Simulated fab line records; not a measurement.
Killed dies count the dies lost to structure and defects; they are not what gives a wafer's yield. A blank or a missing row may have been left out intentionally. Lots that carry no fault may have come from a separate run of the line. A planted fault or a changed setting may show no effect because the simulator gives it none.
Matching of chambers | flow sky130 | SKY_VIA4_ETCH_12 on rie_diel-04: 4 sister chambers
The step etches SiO2 in C4F8/O2/Ar, stops on TiN, target depth 580 nm. 8 wafers are shown with their chamber, then 8 later ones without.

WAFERS WITH THEIR CHAMBER
wafer  | chamber | oes_product_au (a.u.)
L083.5 | 0       | 0.927
L086.1 | 3       | 0.914
L086.2 | 2       | 0.927
L086.5 | 1       | 0.929
L085.3 | 3       | 0.935
L085.4 | 1       | 0.913
L085.5 | 0       | 0.918
L087.2 | 2       | 0.923

WAFERS MISSING THEIR CHAMBER
wafer  | oes_product_au (a.u.)
L087.3 | 0.925
L087.5 | 0.924
L092.2 | 0.926
L092.4 | 0.928
L092.6 | 0.918
L093.2 | 0.927
L093.3 | 0.928
L093.4 | 0.922

CHAMBER TAKEN BY EACH
wafer  | from the rows above               | in truth
L087.3 | can't be placed: 2 or 3 or 0 or 1 | 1
L087.5 | can't be placed: 3 or 2 or 0 or 1 | 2
L092.2 | can't be placed: 2 or 3 or 0 or 1 | 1
L092.4 | can't be placed: 2 or 3 or 0 or 1 | 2
L092.6 | can't be placed: 1 or 0 or 3 or 2 | 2
L093.2 | can't be placed: 2 or 3 or 0 or 1 | 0
L093.3 | can't be placed: 2 or 3 or 0 or 1 | 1
L093.4 | can't be placed: 0 or 1 or 3 or 2 | 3
Correctly placed: 0 of 8. Not placeable from these rows: 8 (in 8, the candidates include the true chamber). 0 placed wrongly.
How it was worked out, from the rows above alone: a wafer's distance from a chamber is the root of the sum, over the readings, of the square of ((its reading less the chamber's mean) divided by the reading's scatter). The wafer belongs to the nearest chamber; if the next one is less than 2 further off, it can't be placed. The mean given for a chamber averages the wafers shown for that chamber. The scatter: the root of (the sum of the squares of (reading less its chamber's mean) over the shown wafers, divided by (wafers less chambers)).
